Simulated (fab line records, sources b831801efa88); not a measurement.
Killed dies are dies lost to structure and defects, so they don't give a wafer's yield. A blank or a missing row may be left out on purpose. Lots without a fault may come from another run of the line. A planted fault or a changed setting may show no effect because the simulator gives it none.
fab line records | flow sky130
record lots=24 wafers=72 last_day=50
route steps=708 shown VIA3@596 CAP2M@605 METAL4@630 VIA4@656
lots that met no fault: from a run of the same line without faults
start_h: hours from the record's first day to the start of the lot's first wafer shown | wait_h: hours since the lot's step before | " the same as in the row above | L1.1+2: a row that stands for several wafers | - no value, or no start given | * or withheld: withheld | < > ~ a bound
route shown NAME@n: a module of which the file shows steps, and the number in the route of the first | usual: mean/standard deviation of fault-free wafers | same: alike in all rows | chamber/n: place in a boat | sites: the reading at each site | _std_site: their standard deviation | _edge_site: outer sites' mean less inner sites' | radius_mm: how far each site lies from the wafer's centre | mask NAME#n: copy n | behind: the tool/chamber that last shaped the wafer | hold: why the lot was held/for how many hours/how that ended | device: the transistor (n, p or np) that didn't switch | end of line: the same wafers' tests at the end of the route | a step without rows: its recipe alone | killed: dies lost to structure and defects at the first sort, not the wafer's yield | map: a wafer's dies, x killed, . not, _ none there
set.NAME: the setting as run; set.NAME@STEP: as run at that earlier step | model.NAME: the simulator's own value behind a step, which no gauge read
steps of the route over a sample of lots; a table a step, a row a wafer
services: from which hour (start_h, from the record's first day; less than 0 if before it) a tool's chamber was out of use, for how many hours, and why
## steps
# step SKY_VIA3_THK_MEAS_23
# recipe thk_meas_gauge=xrf reads=W_of_VIA3_CVD_21
# usual VIA3_W_THK=398/5.4
# columns lot.wafer tool chamber start_h wait_h VIA3_W_THK[nm]
L074.2 film_metro-02 - 926.89 0.1 399
L074.5 " - " " 399
L074.6 " - " " 402
L075.2 film_metro-01 - 936.98 0.1 388
L075.3 " - " " 390
L075.6 " - " " 387
L076.1 film_metro-02 - 964.32 0.1 406
L076.3 " - " " 404
L076.6 " - " " 400
L077.2 film_metro-01 - 965.48 0.1 402
L077.4 " - " " 398
L077.5 " - " " 407
L079.1 film_metro-03 - 969.59 0.1 407
L079.2 " - " " 404
L079.4 " - " " 405
L078.1 film_metro-01 - 971.56 0.1 396
L078.2 " - " " 393
L078.4 " - " " 399
L080.1 film_metro-03 - 971.75 0.1 397
L080.2 " - " " 396
L080.5 " - " " 390
L081.1 film_metro-03 - 975.00 0.1 388
L081.3 " - " " 392
L081.4 " - " " 396
L082.1 film_metro-01 - 992.08 0.1 398
L082.5 " - " " 395
L082.6 " - " " 397
L083.2 film_metro-03 - 993.98 0.1 393
L083.5 " - " " 389
L083.6 " - " " 392
L085.4 film_metro-03 - 1002.59 0.1 394
L085.5 " - " " 396
L085.6 " - " " 400
L084.1 film_metro-02 - 1003.27 0.1 394
L084.4 " - " " 399
L084.5 " - " " 402
L086.1 film_metro-02 - 1016.92 0.1 399
L086.3 " - " " 404
L086.4 " - " " 401
L089.2 film_metro-01 - 1042.15 0.1 391
L089.3 " - " " 390
L089.4 " - " " 387
L087.1 film_metro-02 - 1045.45 0.1 401
L087.3 " - " " 408
L087.4 " - " " 398
L088.3 film_metro-01 - 1045.67 0.1 389
L088.4 " - " " 398
L088.5 " - " " 391
L090.2 film_metro-03 - 1045.73 0.1 393
L090.3 " - " " 396
L090.4 " - " " 396
L091.4 film_metro-03 - 1047.07 0.1 396
L091.5 " - " " 396
L091.6 " - " " 399
L092.3 film_metro-03 - 1050.04 0.1 395
L092.4 " - " " 399
L092.6 " - " " 395
L093.3 film_metro-03 - 1051.20 0.1 402
L093.4 " - " " 407
L093.5 " - " " 406
L094.2 film_metro-01 - 1062.56 0.1 387
L094.3 " - " " 389
L094.6 " - " " 396
L095.2 film_metro-03 - 1068.01 0.1 407
L095.3 " - " " 413
L095.6 " - " " 401
L096.4 film_metro-02 - 1071.90 0.1 397
L096.5 " - " " 396
L096.6 " - " " 398
L097.1 film_metro-02 - 1074.31 0.1 399
L097.3 " - " " 397
L097.4 " - " " 403
# step SKY_CAP2M_SPUTTER_02
# recipe material=TiN target_thk_nm=200 temp_c=300 power_w=6500 time_s=166.7 chamber_pressure_pa=0.4
# usual substrate_temp_c=300.03/0.21 throttle_valve_pct=30.3/0.99
# columns lot.wafer tool chamber start_h wait_h substrate_temp_c throttle_valve_pct
L074.2 pvd_sputter-02 - 927.47 0.0 299.85 31.8
L074.5 " - " " 300.15 30.7
L074.6 " - " " 299.76 29.9
L075.2 pvd_sputter-02 - 937.57 0.0 299.92 29.4
L075.3 " - " " 300.35 31.0
L075.6 " - " " 300.13 31.7
L076.1 pvd_sputter-01 - 964.91 0.1 299.86 29.1
L076.3 " - " " 300.20 29.8
L076.6 " - " " 300.17 29.9
L077.2 pvd_sputter-02 - 966.06 0.0 300.16 30.3
L077.4 " - " " 300.37 31.2
L077.5 " - " " 299.87 30.6
L079.1 pvd_sputter-02 - 970.18 0.1 299.72 31.0
L079.2 " - " " 300.07 31.7
L079.4 " - " " 299.94 30.6
L078.1 pvd_sputter-01 - 972.15 0.1 300.18 29.5
L078.2 " - " " 299.77 30.2
L078.4 " - " " 300.24 31.2
L080.1 pvd_sputter-02 - 972.35 0.1 300.08 29.6
L080.2 " - " " 300.05 30.5
L080.5 " - " " 300.38 31.4
L081.1 pvd_sputter-01 - 975.60 0.1 300.13 29.2
L081.3 " - " " 300.05 28.7
L081.4 " - " " 299.89 31.0
L082.1 pvd_sputter-01 - 992.67 0.1 300.14 28.8
L082.5 " - " " 299.93 28.7
L082.6 " - " " 299.97 31.4
L083.2 pvd_sputter-03 - 994.57 0.0 300.19 30.2
L083.5 " - " " 299.97 32.2
L083.6 " - " " 299.63 30.3
L085.4 pvd_sputter-02 - 1003.29 0.0 300.42 30.5
L085.5 " - " " 300.33 31.1
L085.6 " - " " 300.36 30.7
L084.1 pvd_sputter-01 - 1003.88 0.1 299.95 29.1
L084.4 " - " " 300.11 29.8
L084.5 " - " " 300.16 28.6
L086.1 pvd_sputter-02 - 1017.52 0.1 299.88 30.7
L086.3 " - " " 299.63 31.7
L086.4 " - " " 300.09 29.3
L089.2 pvd_sputter-01 - 1042.73 0.0 300.21 31.4
L089.3 " - " " 299.96 29.4
L089.4 " - " " 300.12 28.8
L087.1 pvd_sputter-01 - 1046.12 0.1 300.18 31.4
L087.3 " - " " 300.15 28.7
L087.4 " - " " 299.80 29.1
L088.3 pvd_sputter-01 - 1046.24 0.0 300.07 31.2
L088.4 " - " " 300.31 29.6
L088.5 " - " " 299.77 29.3
L090.2 pvd_sputter-03 - 1046.42 0.0 300.26 29.6
L090.3 " - " " 300.16 30.4
L090.4 " - " " 299.99 30.5
L091.4 pvd_sputter-01 - 1047.64 0.0 300.02 31.4
L091.5 " - " " 299.93 29.4
L091.6 " - " " 299.88 29.9
L092.3 pvd_sputter-01 - 1050.61 0.0 300.10 28.7
L092.4 " - " " 300.16 29.1
L092.6 " - " " 299.79 29.1
L093.3 pvd_sputter-02 - 1051.78 0.0 299.88 29.6
L093.4 " - " " 300.35 31.8
L093.5 " - " " 300.01 30.5
L094.2 pvd_sputter-01 - 1063.14 0.0 300.01 29.8
L094.3 " - " " 299.71 29.2
L094.6 " - " " 300.01 30.1
L095.2 pvd_sputter-01 - 1068.60 0.0 299.64 31.4
L095.3 " - " " 300.16 29.8
L095.6 " - " " 299.83 29.3
L096.4 pvd_sputter-03 - 1072.52 0.1 299.77 32.3
L096.5 " - " " 300.31 30.4
L096.6 " - " " 300.22 29.7
L097.1 pvd_sputter-03 - 1074.91 0.1 299.90 29.9
L097.3 " - " " 299.73 32.0
L097.4 " - " " 299.82 29.8
# step SKY_CAP2M_METAL_ETCH_13
# recipe target_depth_nm=220 stop_on=SiO2 chemistry=Cl2/BCl3 target=TiN pressure_mtorr=10 icp_w=900 bias_w=48.5 Cl2_flow_sccm=60 bcl3_flow_sccm=30 time_s=62.9
# usual drypump_motor_current_A=5.5/0.53 oes_product_au=0.939/0.0082 throttle_valve_pct=21.901/0.0095
# columns lot.wafer tool chamber start_h wait_h drypump_motor_current_A oes_product_au rf_hours_counter_h throttle_valve_pct
L074.2 rie_metal-04 0 951.88 0.0 5.1 0.932 14 21.905
L074.5 " 0 " " 5.1 0.937 - 21.905
L074.6 " 1 " " 5.0 0.933 - 21.881
L075.2 rie_metal-01 1 961.99 0.0 6.2 0.934 11 21.903
L075.3 " 1 " " 6.2 0.930 - 21.905
L075.6 " 1 " " 6.2 0.935 - 21.920
L076.1 rie_metal-01 1 988.23 0.0 6.2 0.933 12 21.896
L076.3 " 1 " " 6.2 0.934 - 21.915
L076.6 " 1 " " 6.2 0.933 - 21.912
L077.2 rie_metal-04 1 989.13 0.0 5.0 0.940 15 21.905
L077.4 " 1 " " 5.0 0.934 - 21.908
L077.5 " 1 " " 5.0 0.938 - 21.900
L079.1 rie_metal-01 1 993.50 0.0 6.2 0.951 12 21.888
L079.2 " 0 " " 5.1 0.948 7 21.898
L079.4 " 1 " " 6.2 0.942 - 21.878
L078.1 rie_metal-01 1 995.24 0.0 6.2 0.931 12 21.917
L078.2 " 0 " " 5.1 0.936 7 21.901
L078.4 " 0 " " 5.1 0.941 - 21.906
L080.1 rie_metal-02 0 995.48 0.0 5.8 0.954 8 21.895
L080.2 " 1 " " 6.1 0.950 17 21.905
L080.5 " 0 " " 5.8 0.945 - 21.888
L081.1 rie_metal-01 1 998.19 0.0 6.2 0.932 12 21.920
L081.3 " 0 " " 5.1 0.932 - 21.896
L081.4 " 1 " " 6.2 0.930 - 21.921
L082.1 rie_metal-04 0 1014.45 0.0 5.1 0.937 17 21.895
L082.5 " 1 " " 4.9 0.944 - 21.912
L082.6 " 0 " " 5.2 0.946 - 21.904
L083.2 rie_metal-01 1 1017.33 0.0 6.2 0.944 13 21.892
L083.5 " 0 " " 5.1 0.943 - 21.894
L083.6 " 1 " " 6.2 0.945 - 21.876
L085.4 rie_metal-04 0 1025.03 0.0 5.1 0.945 - 21.921
L085.5 " 0 " " 5.1 0.938 - 21.907
L085.6 " 1 " " 5.0 0.940 - 21.884
L084.1 rie_metal-04 0 1026.10 0.0 5.2 0.937 18 21.905
L084.4 " 0 " " 5.1 0.941 - 21.899
L084.5 " 1 " " 5.0 0.933 - 21.902
L086.1 rie_metal-02 0 1039.18 0.0 5.8 0.954 11 21.898
L086.3 " 1 " " 6.1 0.947 - 21.890
L086.4 " 0 " " 5.8 0.953 - 21.889
L089.2 rie_metal-04 0 1064.78 0.0 5.2 0.944 21 21.907
L089.3 " 1 " " 5.0 0.948 - 21.915
L089.4 " 0 " " 5.1 0.938 - 21.904
L087.1 rie_metal-01 0 1067.14 0.0 5.1 0.945 11 21.873
L087.3 " 1 " " 6.2 0.948 - 21.895
L087.4 " 0 " " 5.1 0.953 - 21.895
L088.3 rie_metal-04 0 1067.41 0.0 5.1 0.938 - 21.900
L088.4 " 1 " " 5.0 0.932 - 21.912
L088.5 " 1 " " 4.9 0.931 - 21.894
L090.2 rie_metal-01 0 1067.68 0.0 5.1 0.938 11 21.887
L090.3 " 1 " " 6.2 0.946 - 21.906
L090.4 " 0 " " 5.1 0.940 - 21.910
L091.4 rie_metal-01 0 1069.26 0.0 5.1 0.918 - 21.897
L091.5 " 1 " " 6.2 0.935 - 21.910
L091.6 " 0 " " 5.1 0.921 - 21.902
L092.3 rie_metal-01 0 1071.86 0.0 5.1 0.941 - 21.915
L092.4 " 1 " " 6.2 0.941 - 21.900
L092.6 " 0 " " 5.1 0.937 - 21.904
L093.3 rie_metal-04 1 1072.31 0.0 5.0 0.954 - 21.894
L093.4 " 0 " " 5.1 0.939 - 21.910
L093.5 " 1 " " 5.0 0.936 - 21.911
L094.2 rie_metal-01 0 1084.08 0.0 5.1 0.934 13 21.891
L094.3 " 0 " " 5.1 0.935 - 21.911
L094.6 " 1 " " 6.2 0.937 - 21.894
L095.2 rie_metal-01 1 1089.60 0.0 6.2 0.938 18 21.897
L095.3 " 1 " " 6.2 0.932 - 21.884
L095.6 " 0 " " 5.1 0.944 - 21.896
L096.4 rie_metal-04 0 1092.71 0.0 5.2 0.950 - 21.890
L096.5 " 0 " " 5.2 0.947 - 21.888
L096.6 " 1 " " 4.9 0.953 - 21.903
L097.1 rie_metal-01 0 1095.95 0.0 5.1 0.955 14 21.898
L097.3 " 1 " " 6.2 0.942 - 21.908
L097.4 " 0 " " 5.1 0.947 - 21.905
# step SKY_METAL4_OVL_MEAS_14
# usual METAL4_OVL=2/6.1
# columns lot.wafer tool chamber start_h wait_h METAL4_OVL[nm]
L074.2 overlay-01 - 977.19 0.1 8
L074.5 " - " " 4
L074.6 " - " " 0
L075.2 overlay-01 - 986.49 0.1 -2
L075.3 " - " " -1
L075.6 " - " " -8
L076.1 overlay-02 - 1011.34 0.1 10
L076.3 " - " " 9
L076.6 " - " " 10
L077.2 overlay-02 - 1012.39 0.1 6
L077.4 " - " " 7
L077.5 " - " " 10
L079.1 overlay-02 - 1017.33 0.1 -1
L079.2 " - " " 6
L079.4 " - " " 6
L078.1 overlay-01 - 1018.28 0.1 0
L078.2 " - " " -3
L078.4 " - " " -2
L080.1 overlay-02 - 1018.79 0.1 4
L080.2 " - " " 1
L080.5 " - " " 1
L081.1 overlay-02 - 1021.11 0.1 -16
L081.3 " - " " -12
L081.4 " - " " -13
L082.1 overlay-01 - 1036.96 0.1 12
L082.5 " - " " 7
L082.6 " - " " 7
L083.2 overlay-02 - 1040.42 0.1 -1
L083.5 " - " " 3
L083.6 " - " " -1
L085.4 overlay-01 - 1047.96 0.1 6
L085.5 " - " " 8
L085.6 " - " " 4
L084.1 overlay-01 - 1049.16 0.1 8
L084.4 " - " " 8
L084.5 " - " " 7
L086.1 overlay-02 - 1061.06 0.1 6
L086.3 " - " " 8
L086.4 " - " " 1
L089.2 overlay-02 - 1086.87 0.1 3
L089.3 " - " " 6
L089.4 " - " " 3
L087.1 overlay-01 - 1088.59 0.1 -3
L087.3 " - " " -3
L087.4 " - " " -6
L088.3 overlay-01 - 1089.62 0.1 3
L088.4 " - " " 4
L088.5 " - " " 8
L090.2 overlay-01 - 1090.04 0.1 9
L090.3 " - " " 0
L090.4 " - " " 0
L091.4 overlay-01 - 1090.30 0.1 -1
L091.5 " - " " 6
L091.6 " - " " -2
L092.3 overlay-02 - 1092.80 0.1 11
L092.4 " - " " 13
L092.6 " - " " 15
L093.3 overlay-01 - 1093.50 0.1 7
L093.4 " - " " -2
L093.5 " - " " 2
L094.2 overlay-02 - 1105.34 0.1 -2
L094.3 " - " " -2
L094.6 " - " " -5
L095.2 overlay-01 - 1109.84 0.1 -5
L095.3 " - " " -3
L095.6 " - " " -11
L096.4 overlay-01 - 1113.80 0.1 -6
L096.5 " - " " -9
L096.6 " - " " -6
L097.1 overlay-01 - 1116.66 0.1 1
L097.3 " - " " -2
L097.4 " - " " -2
# step SKY_METAL4_STRIP_19
# recipe chemistry=O2/N2 power_w=1400 pressure_mtorr=1500 platen_temp_c=withheld o2_flow_sccm=3000 n2_flow_sccm=300 overash_fraction=0.5
# usual drypump_motor_current_A=5.71/0.22 oes_product_au=0.503/0.0047 strip_time_to_endpoint_s=6.53/0.057
# columns lot.wafer tool chamber start_h wait_h drypump_motor_current_A oes_product_au rf_hours_counter_h strip_time_to_endpoint_s
L074.2 plasma_asher-03 0 977.55 0.1 5.82 0.503 88 6.49
L074.5 " 1 " " 5.40 0.504 - 6.48
L074.6 " 0 " " 5.78 0.494 - 6.41
L075.2 plasma_asher-03 1 986.85 0.1 5.41 0.504 88 6.46
L075.3 " 1 " " 5.40 0.493 - 6.53
L075.6 " 1 " " 5.42 0.503 - 6.60
L076.1 plasma_asher-03 1 1011.70 0.1 5.43 0.505 91 6.55
L076.3 " 1 " " 5.42 0.506 - 6.60
L076.6 " 0 " " 5.79 0.512 - 6.55
L077.2 plasma_asher-03 1 1012.74 0.1 5.41 0.501 91 6.52
L077.4 " 1 " " 5.42 0.517 - 6.57
L077.5 " 1 " " 5.42 0.505 - 6.52
L079.1 plasma_asher-03 1 1017.69 0.1 5.43 0.496 91 6.47
L079.2 " 0 " " 5.81 0.504 91 6.50
L079.4 " 0 " " 5.83 0.501 - 6.39
L078.1 plasma_asher-02 0 1018.82 0.3 5.67 0.502 57 6.56
L078.2 " 1 " " 6.17 0.500 57 6.53
L078.4 " 1 " " 6.15 0.507 - 6.56
L080.1 plasma_asher-04 1 1019.15 0.1 5.59 0.516 27 6.68
L080.2 " 0 " " 5.72 0.504 27 6.54
L080.5 " 1 " " 5.54 0.507 - 6.61
L081.1 plasma_asher-02 1 1021.48 0.1 6.11 0.506 57 6.60
L081.3 " 0 " " 5.68 0.508 - 6.55
L081.4 " 1 " " 6.12 0.497 - 6.51
L082.1 plasma_asher-04 1 1037.33 0.1 5.57 0.505 29 6.50
L082.5 " 1 " " 5.58 0.499 - 6.49
L082.6 " 0 " " 5.73 0.507 - 6.57
L083.2 plasma_asher-03 1 1040.78 0.1 5.44 0.499 93 6.53
L083.5 " 1 " " 5.42 0.502 - 6.49
L083.6 " 0 " " 5.78 0.501 - 6.54
L085.4 plasma_asher-03 1 1048.33 0.1 5.43 0.511 - 6.66
L085.5 " 1 " " 5.42 0.502 - 6.60
L085.6 " 0 " " 5.83 0.505 - 6.61
L084.1 plasma_asher-04 1 1049.53 0.1 5.59 0.507 30 6.54
L084.4 " 0 " " 5.74 0.512 - 6.59
L084.5 " 0 " " 5.73 0.506 - 6.49
L086.1 plasma_asher-04 0 1061.43 0.1 5.71 0.496 31 6.48
L086.3 " 0 " " 5.73 0.503 - 6.51
L086.4 " 1 " " 5.61 0.507 - 6.54
L089.2 plasma_asher-04 1 1087.23 0.1 5.57 0.506 34 6.59
L089.3 " 0 " " 5.74 0.505 - 6.59
L089.4 " 1 " " 5.60 0.502 - 6.53
L087.1 plasma_asher-02 0 1088.95 0.1 5.68 0.500 64 6.49
L087.3 " 1 " " 6.10 0.508 - 6.47
L087.4 " 0 " " 5.68 0.503 - 6.51
L088.3 plasma_asher-02 0 1090.00 0.1 5.66 0.501 - 6.49
L088.4 " 1 " " 6.13 0.502 - 6.59
L088.5 " 1 " " 6.16 0.504 - 6.53
L090.2 plasma_asher-04 1 1090.40 0.1 5.58 0.502 35 6.52
L090.3 " 1 " " 5.56 0.501 - 6.57
L090.4 " 0 " " 5.74 0.503 - 6.53
L091.4 plasma_asher-02 0 1090.74 0.1 5.66 0.493 - 6.48
L091.5 " 1 " " 6.14 0.504 - 6.54
L091.6 " 0 " " 5.66 0.500 - 6.47
L092.3 plasma_asher-03 0 1093.18 0.1 5.79 0.505 - 6.50
L092.4 " 1 " " 5.41 0.501 - 6.51
L092.6 " 0 " " 5.78 0.501 - 6.52
L093.3 plasma_asher-03 0 1093.88 0.1 5.81 0.504 - 6.53
L093.4 " 1 " " 5.42 0.507 - 6.58
L093.5 " 1 " " 5.42 0.507 - 6.67
L094.2 plasma_asher-02 1 1105.83 0.1 6.13 0.507 65 6.55
L094.3 " 0 " " 5.66 0.500 - 6.55
L094.6 " 0 " " 5.66 0.497 - 6.55
L095.2 plasma_asher-02 0 1110.20 0.1 5.66 0.503 66 6.50
L095.3 " 0 " " 5.66 0.496 - 6.46
L095.6 " 0 " " 5.64 0.503 - 6.46
L096.4 plasma_asher-04 1 1114.18 0.1 5.58 0.500 - 6.53
L096.5 " 0 " " 5.75 0.511 - 6.49
L096.6 " 1 " " 5.63 0.500 - 6.53
L097.1 plasma_asher-04 0 1117.03 0.1 5.73 0.504 37 6.58
L097.3 " 0 " " 5.73 0.505 - 6.55
L097.4 " 1 " " 5.57 0.505 - 6.70
# step SKY_VIA4_SPUTTER_17
# recipe material=TiN target_thk_nm=20 chamber_pressure_pa=5 power_w=4000 time_s=80
# usual throttle_valve_pct=30.0/0.97
# columns lot.wafer tool chamber start_h wait_h throttle_valve_pct
L074.2 pvd_sputter-04 - 1002.19 0.0 29.3
L074.5 " - " " 29.4
L074.6 " - " " 29.0
L075.2 pvd_sputter-04 - 1011.68 0.0 29.1
L075.3 " - " " 29.5
L075.6 " - " " 29.5
L076.1 pvd_sputter-03 - 1036.04 0.0 30.5
L076.3 " - " " 32.2
L076.6 " - " " 32.1
L077.2 pvd_sputter-01 - 1036.86 0.0 28.7
L077.4 " - " " 28.9
L077.5 " - " " 30.1
L079.1 pvd_sputter-01 - 1041.36 0.0 29.3
L079.2 " - " " 30.0
L079.4 " - " " 31.5
L078.1 pvd_sputter-03 - 1042.09 0.0 32.0
L078.2 " - " " 30.6
L078.4 " - " " 30.2
L080.1 pvd_sputter-01 - 1044.46 0.0 28.9
L080.2 " - " " 31.2
L080.5 " - " " 29.8
L081.1 pvd_sputter-03 - 1046.19 0.0 29.8
L081.3 " - " " 30.3
L081.4 " - " " 32.0
L082.1 pvd_sputter-04 - 1060.34 0.0 29.5
L082.5 " - " " 29.3
L082.6 " - " " 29.4
L083.2 pvd_sputter-03 - 1063.70 0.0 30.0
L083.5 " - " " 29.9
L083.6 " - " " 30.4
L085.4 pvd_sputter-04 - 1070.61 0.0 29.2
L085.5 " - " " 29.7
L085.6 " - " " 29.3
L084.1 pvd_sputter-04 - 1072.04 0.0 29.8
L084.4 " - " " 29.3
L084.5 " - " " 30.1
L086.1 pvd_sputter-01 - 1083.70 0.0 28.8
L086.3 " - " " 31.5
L086.4 " - " " 29.3
L089.2 pvd_sputter-01 - 1110.40 0.0 29.0
L089.3 " - " " 30.1
L089.4 " - " " 31.6
L087.1 pvd_sputter-04 - 1112.55 0.0 28.9
L087.3 " - " " 30.2
L087.4 " - " " 29.5
L088.3 pvd_sputter-04 - 1113.32 0.0 29.3
L088.4 " - " " 30.4
L088.5 " - " " 29.0
L090.2 pvd_sputter-03 - 1113.90 0.0 30.4
L090.3 " - " " 29.7
L090.4 " - " " 30.5
L091.4 pvd_sputter-03 - 1114.38 0.0 30.4
L091.5 " - " " 30.5
L091.6 " - " " 30.0
L093.3 pvd_sputter-03 - 1115.91 0.0 32.4
L093.4 " - " " 29.8
L093.5 " - " " 30.3
L092.3 pvd_sputter-01 - 1116.00 0.0 28.9
L092.4 " - " " 28.5
L092.6 " - " " 31.3
L094.2 pvd_sputter-03 - 1125.56 0.0 30.4
L094.3 " - " " 30.2
L094.6 " - " " 32.3
L095.2 pvd_sputter-01 - 1131.24 0.0 31.3
L095.3 " - " " 28.9
L095.6 " - " " 29.2
L096.4 pvd_sputter-01 - 1136.35 0.0 29.9
L096.5 " - " " 29.0
L096.6 " - " " 30.0
L097.1 pvd_sputter-01 - 1138.06 0.0 29.9
L097.3 " - " " 31.0
L097.4 " - " " 29.2
## services
# columns tool chamber start_h hours kind
rie_metal-04 0 905.00 5.9 repair
pvd_sputter-04 - 905.74 6.3 repair
pvd_sputter-02 - 905.93 6.7 repair
pvd_sputter-02 - 907.84 5.2 repair
rie_metal-02 1 913.28 1.5 repair
pvd_sputter-02 - 914.69 4.2 repair
plasma_asher-04 - 938.07 1.4 repair
rie_metal-01 - 946.25 0.2 repair
pvd_sputter-01 - 946.54 2.2 repair
rie_metal-02 - 954.83 0.8 repair
rie_metal-01 0 970.40 2.9 repair
pvd_sputter-02 - 980.54 13.6 repair
rie_metal-01 0 1010.27 1.1 repair
rie_metal-04 0 1043.19 1.6 repair
pvd_sputter-04 - 1044.59 3.3 repair
pvd_sputter-02 - 1053.78 0.6 repair
rie_metal-04 - 1060.64 0.4 repair
plasma_asher-02 - 1079.54 2.8 pm
pvd_sputter-04 - 1079.99 20.8 repair
rie_metal-04 0 1097.98 9.9 repair
rie_metal-01 1 1102.17 14.1 repair
pvd_sputter-02 - 1116.55 8.4 repair
rie_metal-01 - 1127.21 0.8 repair
pvd_sputter-02 - 1137.56 0.7 repair
## key
fault none
